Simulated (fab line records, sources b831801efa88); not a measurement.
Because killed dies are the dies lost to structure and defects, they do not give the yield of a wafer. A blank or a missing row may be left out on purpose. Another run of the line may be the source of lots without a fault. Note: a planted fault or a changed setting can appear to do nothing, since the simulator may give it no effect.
fab line records | flow sfq_line
record: lots: 6 wafers: 18 last_day: 83
route steps=325 shown M6@255 I6@266 M7@281
lots that met no fault: from a run of the same line without faults
start_h: hours from the record's opening day to when the first of the lot's shown wafers began | wait_h: hours from the lot's prior step to this one | " same as the row above | L1.1+2: several wafers, shown together as one row | - no value, or no start was given | * or withheld: withheld | < > ~ a bound
route shown NAME@n: names a module that has steps shown in the file, with the first one's number in the route | usual: mean and standard deviation over wafers with no fault | same: alike in all rows | chamber/n: place in a boat | sites: the reading at each site | _std_site: the values' standard deviation | _edge_site: the outer-site mean with the inner-site mean subtracted | radius_mm: for every site, how far away it sits from the centre of the wafer | mask NAME#n: copy n | behind: tool/chamber where the wafer was last shaped | hold: why the lot was held/for how many hours/how that ended | device: which transistor (n, p or np) failed to switch | end of line: the same wafers' tests at the end of the route | a step without rows: its recipe alone | killed: dies that structure and defects cost at the first sort, which is not the same as the wafer's yield | map: the dies of a wafer, with x for killed, . for not killed, _ for no die there
set.NAME: the run value of the setting; set.NAME@STEP: its run value at that earlier step | model.NAME: the simulator's own value behind a step, which no gauge read
a table for each step, a row for each wafer; lots at some steps of the route
services: the hour from which a tool's chamber was out of use, counted from the record's first day as start_h (under 0 if before that day), plus the number of hours and why
== steps ==
step: SFQ_TRILAYER_M6_LITHO_COAT_164
recipe: resist: BARC spin_rpm: 3000 resist_thk_nm: 62
step: SFQ_TRILAYER_M6_LITHO_COAT_159
recipe: resist: KrF spin_rpm: 3000 resist_thk_nm: 600
step: SFQ_TRILAYER_M6_LITHO_SOFTBAKE_163
recipe: temp_c: withheld time_s: withheld resist: KrF
step: SFQ_TRILAYER_M6_LITHO_EXPOSE_160
recipe: mask_id: M6 na: 0.6 source_shape: conventional sigma_outer: 0.65 target_cd_nm: 500 dose_mj: 14.4
step: SFQ_TRILAYER_M6_LITHO_PEB_162
recipe: peb_temp_c: 115 peb_time_s: 60 resist: KrF
step: SFQ_TRILAYER_M6_LITHO_DEVELOP_161
recipe: time_s: 60 resist: KrF
step: SFQ_M6_OVL_MEAS_940
usual: M6_OVL: 2/4.5
columns lot.wafer tool chamber start_h wait_h M6_OVL[nm]
L129.2 overlay-02 - 1525.73 0.1 0
L129.4 " - " " -3
L129.6 " - " " 5
L135.1 overlay-02 - 1734.67 0.1 -3
L135.4 " - " " 4
L135.5 " - " " 0
L136.2 overlay-01 - 1739.48 0.1 7
L136.4 " - " " 7
L136.5 " - " " 1
L137.2 overlay-01 - 1742.04 0.1 -3
L137.3 " - " " -9
L137.4 " - " " -1
L144.1 overlay-02 - 1792.24 0.1 -2
L144.4 " - " " 5
L144.6 " - " " 3
L147.1 overlay-02 - 1797.79 0.1 12
L147.2 " - " " 5
L147.3 " - " " 10
step: SFQ_TRILAYER_M6_BARC_OPEN_METAL_ETCH_206
recipe: mask_material: PR chemistry: O2 target_depth_nm: 125 target: BARC icp_w: 600 bias_w: 80 pressure_mtorr: 10 time_s: 41.7
usual: drypump_motor_current_A: 5.8/0.49 oes_product_au: 0.685/0.0047 rf_fwd_power_W: 593.5/2.3
columns lot.wafer tool chamber start_h wait_h drypump_motor_current_A oes_product_au rf_fwd_power_W rf_hours_counter_h
L129.2 rie_metal-01 1 1525.76 0.0 5.6 0.676 592.6 66
L129.4 " 0 " " 5.3 0.688 594.0 -
L129.6 " 1 " " 5.7 0.687 596.2 -
L135.1 rie_metal-02 1 1734.71 0.0 6.0 0.689 590.4 80
L135.4 " 1 " " 6.0 0.685 593.4 -
L135.5 " 0 " " 6.6 0.688 589.0 -
L136.2 rie_metal-04 0 1739.51 0.0 6.2 0.680 594.7 67
L136.4 " 0 " " 6.2 0.688 593.1 -
L136.5 " 0 " " 6.2 0.686 591.4 -
L137.2 rie_metal-01 0 1742.07 0.0 5.3 0.691 592.6 124
L137.3 " 1 " " 5.7 0.690 596.2 -
L137.4 " 0 " " 5.3 0.687 594.5 -
L144.1 rie_metal-01 0 1792.27 0.0 5.3 0.686 594.6 134
L144.4 " 0 " " 5.3 0.684 595.3 -
L144.6 " 0 " " 5.3 0.690 592.4 -
L147.1 rie_metal-04 0 1797.82 0.0 6.2 0.687 592.0 78
L147.2 " 1 " " 5.3 0.682 594.6 94
L147.3 " 0 " " 6.2 0.682 593.5 -
step: SFQ_TRILAYER_M6_ETCH_METAL_ETCH_162
recipe: target: Nb stop_on: SiO2 mask_material: PR chemistry: Cl2/Ar target_depth_nm: 240 icp_w: 600 bias_w: 80 pressure_mtorr: 10 time_s: 120
step: SFQ_TRILAYER_M6_STRIP_STRIP_163
recipe: gas: O2 power_w: 200 platen_temp_c: 40 overash_fraction: 0.65 chemistry: O2 pressure_mtorr: 50
usual: drypump_motor_current_A: 5.8/0.48 oes_product_au: 0.995/0.0089
columns lot.wafer tool chamber start_h wait_h drypump_motor_current_A oes_product_au rf_hours_counter_h
L129.2 rie_metal-01 1 1525.94 0.1 5.7 0.995 66
L129.4 " 0 " " 5.3 0.992 -
L129.6 " 1 " " 5.7 0.997 -
L135.1 rie_metal-02 1 1734.89 0.1 5.9 0.974 80
L135.4 " 1 " " 6.0 0.985 -
L135.5 " 0 " " 6.6 0.987 -
L136.2 rie_metal-04 0 1739.69 0.1 6.2 1.005 67
L136.4 " 0 " " 6.2 1.004 -
L136.5 " 0 " " 6.2 1.002 -
L137.2 rie_metal-01 0 1742.26 0.1 5.3 0.987 124
L137.3 " 1 " " 5.7 1.002 -
L137.4 " 0 " " 5.3 0.990 -
L144.1 rie_metal-01 0 1792.46 0.1 5.3 1.008 134
L144.4 " 0 " " 5.3 1.007 -
L144.6 " 0 " " 5.3 1.001 -
L147.1 rie_metal-04 0 1798.01 0.1 6.2 0.988 78
L147.2 " 1 " " 5.3 1.001 94
L147.3 " 0 " " 6.2 0.993 -
step: SFQ_TRILAYER_M6_STRIP_SOLV_CLEAN_164
recipe: chemistry: NMP temp_c: 70 time_s: 600
step: SFQ_TRILAYER_I6_DEP_PECVD_165
recipe: material: SiO2 temp_c: 150 time_s: 111.11 pressure_torr: 2.4 rf_w: 183.3 precursor: SiH4/N2O target_thk_nm: 500
usual: chamber_pressure_Torr: 2.400/0.0057 heater_power_outer_w: 28/8.9 heater_power_w: 78/17 rf_fwd_power_W: 182.4/0.67 throttle_valve_pct: 24.7/1.6
columns lot.wafer tool chamber start_h wait_h chamber_pressure_Torr heater_power_outer_w heater_power_w rf_fwd_power_W throttle_valve_pct
L129.2 pecvd-03 0 1526.72 0.0 2.400 47 104 182.4 25.0
L129.4 " 1 " " 2.401 25 76 181.6 23.2
L129.6 " 0 " " 2.403 33 87 181.1 25.0
L135.1 pecvd-03 1 1735.67 0.0 - - - - -
L135.4 " 2 " " - - - - -
L135.5 " 0 " " - - - - -
L136.2 pecvd-02 1 1740.47 0.0 - - - - -
L136.4 " 2 " " - - - - -
L136.5 " 0 " " - - - - -
L137.2 pecvd-02 2 1743.03 0.0 2.391 33 80 182.1 22.9
L137.3 " 1 " " 2.405 24 61 182.1 22.8
L137.4 " 1 " " 2.406 24 61 182.3 22.8
L144.1 pecvd-03 0 1793.23 0.0 2.404 37 92 182.3 25.8
L144.4 " 2 " " 2.394 21 76 182.1 27.6
L144.6 " 1 " " 2.395 26 76 182.1 23.4
L147.1 pecvd-01 0 1798.78 0.0 2.396 41 110 183.2 25.7
L147.2 " 1 " " 2.394 40 89 182.2 24.3
L147.3 " 2 " " 2.392 18 57 181.7 26.5
step: SFQ_TRILAYER_I6_CMP_CMP_166
recipe: material: SiO2 down_force_psi: 3 platen_rpm: 60 pad_velocity_m_s: 0.94248
usual: motor_current_A: 10.6/0.56 slurry_flow_ml_min: 150.0/0.43 time_to_endpoint_s: 213/6.7
columns lot.wafer tool chamber start_h wait_h motor_current_A slurry_flow_ml_min time_to_endpoint_s
L129.2 cmp-02 3 1534.70 7.9 10.7 150.3 208
L129.4 " 2 1536.20 9.4 11.5 150.8 218
L129.6 " 3 " " 11.5 149.5 207
L135.4 cmp-01 2 1737.55 1.8 10.2 150.1 -
L135.1 " 1 1739.05 3.3 10.6 149.8 -
L135.5 " 3 1740.05 4.3 10.7 150.0 -
L136.4 cmp-01 0 1740.55 0.0 10.9 150.0 -
L136.2 " 1 " " 11.4 150.0 -
L136.5 " 1 1743.05 2.5 10.0 149.6 -
L137.2 cmp-01 3 1743.55 0.5 11.1 150.3 210
L137.4 " 1 1744.55 1.4 10.6 149.4 216
L137.3 " 2 " " 10.0 151.4 219
L144.4 cmp-02 2 1808.41 15.1 11.6 149.7 213
L144.1 " 3 " " 10.5 149.8 201
L144.6 " 0 " " 10.1 150.2 208
L147.1 cmp-01 3 1813.26 14.4 11.0 150.8 214
L147.2 " 0 " " 10.5 150.0 218
L147.3 " 1 " " 9.8 150.0 211
step: SFQ_I6_BOW_MEAS_941
recipe: mode: bow
usual: I6_BOW: 5/9.8
columns lot.wafer tool chamber start_h wait_h I6_BOW[um]
L129.2 film_metro-04 - 1537.72 2.5 -5
L129.4 " - " " -8
L129.6 " - " " 11
L135.1 film_metro-02 - 1740.55 1.0 1
L135.4 " - " " 5
L135.5 " - " " 0
L136.2 film_metro-04 - 1743.57 2.0 -4
L136.4 " - " " -9
L136.5 " - " " -17
L137.2 film_metro-02 - 1746.57 2.5 15
L137.3 " - " " 6
L137.4 " - " " 20
L144.1 film_metro-03 - 1810.41 1.0 19
L144.4 " - " " 38
L144.6 " - " " 12
L147.1 film_metro-03 - 1815.76 2.0 4
L147.2 " - " " 11
L147.3 " - " " 6
step: SFQ_TRILAYER_I6_METRO_MEASURE_167
columns lot.wafer tool chamber start_h wait_h
L129.2+4+6 film_metro-04 - 1538.02 0.3
L135.1+4+5 film_metro-02 - 1740.67 0.1
L136.2+4+5 film_metro-04 - 1743.87 0.3
L137.2+3+4 film_metro-02 - 1746.87 0.3
L144.1+4+6 film_metro-03 - 1810.53 0.1
L147.1+2+3 film_metro-03 - 1815.88 0.1
step: SFQ_TRILAYER_I6_VIA_LITHO_COAT_174
recipe: resist: BARC spin_rpm: 3000 resist_thk_nm: 62
step: SFQ_TRILAYER_I6_VIA_LITHO_COAT_169
recipe: resist: KrF spin_rpm: 3000 resist_thk_nm: 650
step: SFQ_TRILAYER_I6_VIA_LITHO_SOFTBAKE_173
recipe: temp_c: withheld time_s: withheld resist: KrF
step: SFQ_TRILAYER_I6_VIA_LITHO_EXPOSE_170
recipe: mask_id: I6 na: 0.6 source_shape: conventional sigma_outer: 0.65 target_cd_nm: 700 dose_mj: 21.3
step: SFQ_TRILAYER_I6_VIA_LITHO_PEB_172
recipe: peb_temp_c: 115 peb_time_s: 60 resist: KrF
step: SFQ_TRILAYER_I6_VIA_LITHO_DEVELOP_171
recipe: time_s: 60 resist: KrF
step: SFQ_I6_OVL_MEAS_942
usual: I6_OVL: 0/5.2
columns lot.wafer tool chamber start_h wait_h I6_OVL[nm]
L129.2 overlay-01 - 1650.03 0.1 -9
L129.4 " - " " -7
L129.6 " - " " -3
L135.1 overlay-02 - 1748.94 0.1 9
L135.4 " - " " 10
L135.5 " - " " 3
L136.2 overlay-02 - 1751.34 0.1 4
L136.4 " - " " 11
L136.5 " - " " 8
L137.2 overlay-02 - 1754.94 0.1 1
L137.3 " - " " -2
L137.4 " - " " -1
L144.1 overlay-01 - 1889.95 0.1 4
L144.4 " - " " 5
L144.6 " - " " 6
L147.1 overlay-01 - 1895.95 0.1 -4
L147.2 " - " " -6
L147.3 " - " " -2
step: SFQ_TRILAYER_I6_VIA_BARC_OPEN_VIA_ETCH_235
recipe: mask_material: PR chemistry: O2 target_depth_nm: 125 target: BARC source_w: 500 bias_w: 80 pressure_mtorr: 30 time_s: 41.7
step: SFQ_TRILAYER_I6_VIA_ETCH_VIA_ETCH_172
recipe: target: SiO2 stop_on: Nb mask_material: PR taper_deg: 20 chemistry: CHF3 target_depth_nm: 260 source_w: 500 bias_w: 80 pressure_mtorr: 30 time_s: withheld
usual: drypump_motor_current_A: 5.6/0.44 oes_product_au: 0.854/0.0054 rf_fwd_power_W: 497.8/1.6
columns lot.wafer tool chamber start_h wait_h drypump_motor_current_A oes_product_au rf_fwd_power_W model.etch.depth_nm
L129.2 rie_diel-02 1 1650.10 0.0 5.1 0.851 498.8 199.5
L129.4 " 3 " " 5.3 0.860 498.0 199.6
L129.6 " 2 " " 5.6 0.853 499.1 200.4
L135.1 rie_diel-04 3 1749.01 0.0 5.6 0.380 497.4 0
L135.4 " 1 " " 4.8 0.374 496.9 0
L135.5 " 1 " " 4.8 0.384 497.4 0
L136.2 rie_diel-02 1 1751.41 0.0 5.2 0.366 496.9 0
L136.4 " 1 " " 5.1 0.369 496.3 0
L136.5 " 0 " " 6.3 0.377 499.3 0
L137.2 rie_diel-02 0 1755.01 0.0 6.4 0.854 496.7 200.3
L137.3 " 2 " " 5.6 0.849 500.1 200.3
L137.4 " 1 " " 5.1 0.852 498.9 200.2
L144.1 rie_diel-01 0 1890.03 0.0 5.9 0.859 495.6 199.2
L144.4 " 2 " " 5.7 0.862 496.2 199.3
L144.6 " 1 " " 5.8 0.849 497.3 198.8
L147.1 rie_diel-01 2 1896.03 0.0 5.7 0.854 496.4 198.9
L147.2 " 1 " " 5.8 0.850 496.5 199.9
L147.3 " 3 " " 5.1 0.850 499.8 198.5
step: SFQ_TRILAYER_I6_VIA_STRIP_STRIP_173
recipe: gas: O2 power_w: 200 platen_temp_c: 40 overash_fraction: 0.65 chemistry: O2 pressure_mtorr: 50
usual: drypump_motor_current_A: 5.6/0.39 oes_product_au: 1.000/0.0083
columns lot.wafer tool chamber start_h wait_h drypump_motor_current_A oes_product_au rf_hours_counter_h
L129.2 rie_metal-03 0 1650.21 - 6.0 1.014 79
L129.4 " 1 " " 5.0 1.006 -
L129.6 " 0 " " 6.0 1.000 -
L135.1 rie_metal-01 1 1749.12 - 5.7 1.008 100
L135.4 " 1 " " 5.6 0.985 -
L135.5 " 0 " " 5.3 1.008 -
L136.2 rie_metal-01 1 1751.52 - 5.7 0.993 100
L136.4 " 0 " " 5.3 0.988 -
L136.5 " 0 " " 5.3 0.996 -
L137.2 rie_metal-03 1 1755.12 - 5.0 0.994 29
L137.3 " 1 " " 5.0 1.001 -
L137.4 " 0 " " 5.9 0.997 -
L144.1 rie_metal-01 1 1890.14 - 5.7 0.999 119
L144.4 " 1 " " 5.7 1.012 -
L144.6 " 1 " " 5.7 1.000 -
L147.1 rie_metal-01 1 1896.14 - 5.7 0.992 121
L147.2 " 1 " " 5.7 0.994 -
L147.3 " 1 " " 5.7 0.991 -
step: SFQ_TRILAYER_I6_VIA_STRIP_SOLV_CLEAN_174
recipe: chemistry: NMP temp_c: 70 time_s: 600
step: SFQ_TRILAYER_M7_DEP_PRE_CLEAN_176
recipe: gas: Ar time_s: 22.5 bias_v: 250
step: SFQ_TRILAYER_M7_DEP_SPUTTER_175
recipe: material: Nb base_pressure_pa: 1.33e-06 chamber_pressure_pa: 0.1333 substrate_temp_c: 20 target_thk_nm: 200 power_w: 2000 time_s: 133.3
usual: substrate_temp_c: 20.00/0.12 throttle_valve_pct: 30.0/1.1
columns lot.wafer tool chamber start_h wait_h substrate_temp_c throttle_valve_pct
L129.2 pvd_sputter-06 - 1651.01 0.0 20.09 28.9
L129.4 " - " " 19.92 28.8
L129.6 " - " " 20.07 29.2
L135.1 pvd_sputter-03 - 1749.93 0.0 19.75 29.1
L135.4 " - " " 19.93 29.5
L135.5 " - " " 20.14 31.8
L136.2 pvd_sputter-05 - 1752.33 0.0 20.05 30.0
L136.4 " - " " 19.90 27.9
L136.5 " - " " 20.00 29.9
L137.2 pvd_sputter-05 - 1756.10 0.0 20.11 28.5
L137.3 " - " " 20.08 31.1
L137.4 " - " " 19.98 31.8
L144.1 pvd_sputter-03 - 1891.55 0.0 19.99 31.8
L144.4 " - " " 19.89 30.4
L144.6 " - " " 20.07 29.3
L147.1 pvd_sputter-03 - 1897.55 0.0 19.91 30.6
L147.2 " - " " 20.00 29.4
L147.3 " - " " 20.10 31.9
step: SFQ_M7_RS_MEAS_943
recipe: thk_meas_gauge: four-point-probe reads: Nb_of_TRILAYER_M7_DEP_SPUTTER_175
usual: M7_NB_RS: 0.886/0.0073
columns lot.wafer tool chamber start_h wait_h M7_NB_RS[ohm/sq]
L129.2 film_metro-01 - 1651.13 0.1 0.895
L129.4 " - " " 0.886
L129.6 " - " " 0.890
L135.1 film_metro-02 - 1750.02 0.0 0.885
L135.4 " - " " 0.890
L135.5 " - " " 0.890
L136.2 film_metro-02 - 1752.44 0.1 0.879
L136.4 " - " " 0.885
L136.5 " - " " 0.881
L137.2 film_metro-01 - 1756.21 0.1 0.875
L137.3 " - " " 0.875
L137.4 " - " " 0.880
L144.1 film_metro-01 - 1891.64 0.0 0.888
L144.4 " - " " 0.890
L144.6 " - " " 0.889
L147.1 film_metro-04 - 1897.64 0.0 0.873
L147.2 " - " " 0.876
L147.3 " - " " 0.873
step: SFQ_TRILAYER_M7_LITHO_COAT_182
recipe: resist: BARC spin_rpm: 3000 resist_thk_nm: 62
step: SFQ_TRILAYER_M7_LITHO_COAT_177
recipe: resist: KrF spin_rpm: 3000 resist_thk_nm: 600
step: SFQ_TRILAYER_M7_LITHO_SOFTBAKE_181
recipe: temp_c: withheld time_s: withheld resist: KrF
step: SFQ_TRILAYER_M7_LITHO_EXPOSE_178
recipe: mask_id: M7 na: 0.6 source_shape: conventional sigma_outer: 0.65 target_cd_nm: 500 dose_mj: 14.4
usual: exposure_dose_mJ_cm2: 14.398/0.014 focus_offset_nm: 0.0/0.59
columns lot.wafer tool chamber start_h wait_h mask exposure_dose_mJ_cm2 focus_offset_nm
L129.2 krf_scanner-02 0 1675.25 - M7#0 14.413 -0.5
L129.4 " 0 " " M7#0 14.406 0.1
L129.6 " 0 " " M7#0 14.388 -0.7
L135.1 krf_scanner-02 - 1755.84 - M7#0 - -
L135.4 " - " " M7#0 - -
L135.5 " - " " M7#0 - -
L136.2 krf_scanner-02 - 1757.24 - M7#0 - -
L136.4 " - " " M7#0 - -
L136.5 " - " " M7#0 - -
L137.2 krf_scanner-02 0 1762.04 - M7#0 14.365 0.3
L137.3 " 0 " " M7#0 14.364 -0.7
L137.4 " 0 " " M7#0 14.381 0.5
L144.1 krf_scanner-02 0 1892.57 - M7#0 14.379 -0.4
L144.4 " 0 " " M7#0 14.392 -0.4
L144.6 " 0 " " M7#0 14.413 -0.1
L147.1 krf_scanner-02 0 1900.37 - M7#0 14.389 -1.1
L147.2 " 0 " " M7#0 14.398 -1.1
L147.3 " 0 " " M7#0 14.392 -0.2
step: SFQ_TRILAYER_M7_LITHO_PEB_180
recipe: peb_temp_c: 115 peb_time_s: 60 resist: KrF
== services ==
columns tool chamber start_h hours kind
krf_scanner-02 - 1514.41 1.0 pm
pecvd-03 - 1522.95 1.5 repair
cmp-01 - 1534.45 7.5 pm
rie_metal-04 0 1544.99 12.3 repair
krf_scanner-02 - 1583.60 21.0 pm
cmp-01 - 1595.30 4.0 pm
krf_scanner-02 - 1607.00 1.3 pm
rie_metal-04 - 1610.41 2.8 pm
cmp-01 - 1640.27 6.0 pm
cmp-01 - 1646.25 16.2 pm
krf_scanner-02 - 1668.07 0.2 repair
krf_scanner-02 - 1683.45 1.0 pm
rie_metal-04 - 1761.46 1.6 repair
krf_scanner-02 - 1782.24 1.3 pm
cmp-01 - 1798.24 5.5 repair
cmp-01 - 1799.75 1.4 repair
rie_metal-04 1 1828.89 28.8 repair
cmp-01 - 1829.00 1.2 repair
krf_scanner-02 - 1842.61 4.4 pm
krf_scanner-02 - 1852.41 1.0 pm
rie_metal-01 - 1852.67 0.5 repair
krf_scanner-02 - 1869.66 0.2 repair
krf_scanner-02 - 1870.39 5.5 repair
krf_scanner-02 - 1874.47 1.6 repair
== key ==
first_sign: step: SFQ_TRILAYER_I6_DEP_PECVD_165 reading: tool_record direction: missing
effect: step: SFQ_TRILAYER_I6_VIA_ETCH_VIA_ETCH_172 reading: oes_product_au direction: down sigmas: 89 usual: 0.854 struck: 0.375
effect: step: SFQ_TRILAYER_M7_LITHO_EXPOSE_178 reading: tool_record direction: missing
model_effect: step: SFQ_TRILAYER_I6_VIA_ETCH_VIA_ETCH_172 value: etch.depth_nm without: 199.4 struck: 0
met_at SFQ_TRILAYER_I6_DEP_PECVD_165
struck_wafers L135.1,L135.4,L135.5,L136.2,L136.4,L136.5
onset_between 1526.72 1735.67
fault: kind: skipped_step_whole tool: pecvd-02,pecvd-03 chamber: - onset_h: 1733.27 steps: SFQ_TRILAYER_I6_DEP_PECVD_165 scope: struck_lots_only
